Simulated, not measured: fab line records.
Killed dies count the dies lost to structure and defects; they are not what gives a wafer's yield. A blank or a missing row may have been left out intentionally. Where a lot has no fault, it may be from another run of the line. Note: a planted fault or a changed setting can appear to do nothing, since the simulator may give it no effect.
Lot-split experiment + flow gf180mcu + 5 lots, 23 wafers read, on a route of 602 steps

THE SPLIT
At GF_PSD_IMPLANT_09, the setting energyKev was moved away from the recipe's 40 on 10 of the 23 wafers read, by -7.4% to +6.1%. This setting was run at the recipe's value on the other wafers.

FROM THE SPLIT TO THE READING: what the file shows between them, 4 steps
- GF_PSD_STRIP_10: strips in O2/N2
- GF_PSD_TW_MEAS_11
- GF_PSD_CLEAN_12: cleans in SC1/SC2, time 150 s
- GF_PSD_RTA_13: time 20 s

THE READING
PSD_RS (ohm/sq), read at GF_PSD_RS_MEAS_15 with a four-point probe. Typical for fault-free wafers on this fab line: 108.45 ohm/sq, with standard deviation 0.26 ohm/sq.

| wafer  | tool, chamber at the split | energyKev as run | against the recipe | PSD_RS, ohm/sq | against lot-mates on the recipe |
|--------|----------------------------|------------------|--------------------|----------------|---------------------------------|
| L076.1 | implanter-01, 0            | 40               | recipe             | 108.41         | -                               |
| L076.2 | implanter-01, 0            | 42.45            | +6.1%              | 105.34         | -3.16                           |
| L076.3 | implanter-01, 0            | 42.45            | +6.1%              | 105.53         | -2.97                           |
| L076.4 | implanter-01, 0            | 40               | recipe             | 108.68         | -                               |
| L076.5 | implanter-01, 0            | 40               | recipe             | 108.41         | -                               |
| L079.2 | implanter-03, 0            | 40               | recipe             | 108.60         | -                               |
| L079.3 | implanter-03, 0            | 40               | recipe             | 108.55         | -                               |
| L079.6 | implanter-03, 0            | 40               | recipe             | 108.76         | -                               |
| L083.2 | implanter-01, 0            | 40               | recipe             | 108.66         | -                               |
| L083.3 | implanter-01, 0            | 41.06            | +2.6%              | 106.92         | -1.44                           |
| L083.4 | implanter-01, 0            | 41.06            | +2.6%              | 106.93         | -1.43                           |
| L083.5 | implanter-01, 0            | 40               | recipe             | 108.06         | -                               |
| L083.6 | implanter-01, 0            | 41.06            | +2.6%              | 107.09         | -1.27                           |
| L084.1 | implanter-02, 0            | 40               | recipe             | 108.56         | -                               |
| L084.2 | implanter-02, 0            | 37.33            | -6.7%              | 112.14         | +3.50                           |
| L084.3 | implanter-02, 0            | 37.33            | -6.7%              | 111.89         | +3.25                           |
| L084.5 | implanter-02, 0            | 40               | recipe             | 108.72         | -                               |
| L084.6 | implanter-02, 0            | 37.33            | -6.7%              | 112.34         | +3.70                           |
| L085.1 | implanter-02, 0            | 37.04            | -7.4%              | 112.46         | +4.26                           |
| L085.2 | implanter-02, 0            | 40               | recipe             | 108.37         | -                               |
| L085.3 | implanter-02, 0            | 40               | recipe             | 108.25         | -                               |
| L085.4 | implanter-02, 0            | 37.04            | -7.4%              | 112.09         | +3.89                           |
| L085.5 | implanter-02, 0            | 40               | recipe             | 107.99         | -                               |

THE FIT
A straight line over all 23 wafers: PSD_RS changes by -0.526 ohm/sq for each +1% of energyKev; r = -0.99; the points scatter about the line by 0.23 ohm/sq.
The same after taking each lot's own level away (the mean of its wafers on the recipe; 23 wafers): -0.525 ohm/sq for each +1%; r = -1.00; scatter 0.18 ohm/sq.
That fit puts the effect of the largest move of energyKev on the reading at 3.9 ohm/sq.
Across the lots, their own levels run from 108.203 to 108.640 ohm/sq, a range of 1.7 times the standard deviation given above.
The two slopes agree, so the slope changes little with the lot-to-lot level.
Check: with one of the wafers moved furthest among these (-7.4%) left out of the fit, the line predicts +3.84 ohm/sq for it against its lot-mates. It came out at +4.26 ohm/sq against them.

OTHER SPLITS APPLIED TO THESE WAFERS
These wafers also went through other splits before the reading. Each is held against what the fit with the lots' levels taken away leaves over:
| other split on the same wafers | wafers away from the commonest value | r with PSD_RS (lot level and that fit taken away) |
|--------------------------------|--------------------------------------|---------------------------------------------------|
| GF_HV_LDD_EXPOSE_28 doseMj     | 6                                    | -0.27                                             |
| GF_NSD_SOFTBAKE_03 tempC       | 10                                   | +0.09                                             |

THE WHOLE CHAIN: every reading that the file lists as answering this split, in the file's order
| step              | what it does                 | reading                                                        | change (the file's fit)               | r (the file's) |
|-------------------|------------------------------|----------------------------------------------------------------|---------------------------------------|----------------|
| GF_PSD_IMPLANT_09 |                              | implant.rpNm (the simulator's own value, which no gauge read)  | +0.244 nm for each +1% of the setting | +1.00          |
| GF_PSD_IMPLANT_09 |                              | implant.drpNm (the simulator's own value, which no gauge read) | +0.112 nm for each +1% of the setting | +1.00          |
| GF_PSD_STRIP_10   | strips in O2/N2              | stripTimeToEndpointS                                           | withheld for each +1% of the setting  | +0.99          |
| GF_PSD_TW_MEAS_11 |                              | PSD_TW                                                         | +9.1 for each +1% of the setting      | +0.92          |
| GF_PSD_RS_MEAS_15 | measures by four-point-probe | PSD_RS                                                         | -0.527 for each +1% of the setting    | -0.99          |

FILE'S OWN FIT
PSD_RS changes by -0.527 ohm/sq for each +1% of energyKev, r = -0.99.
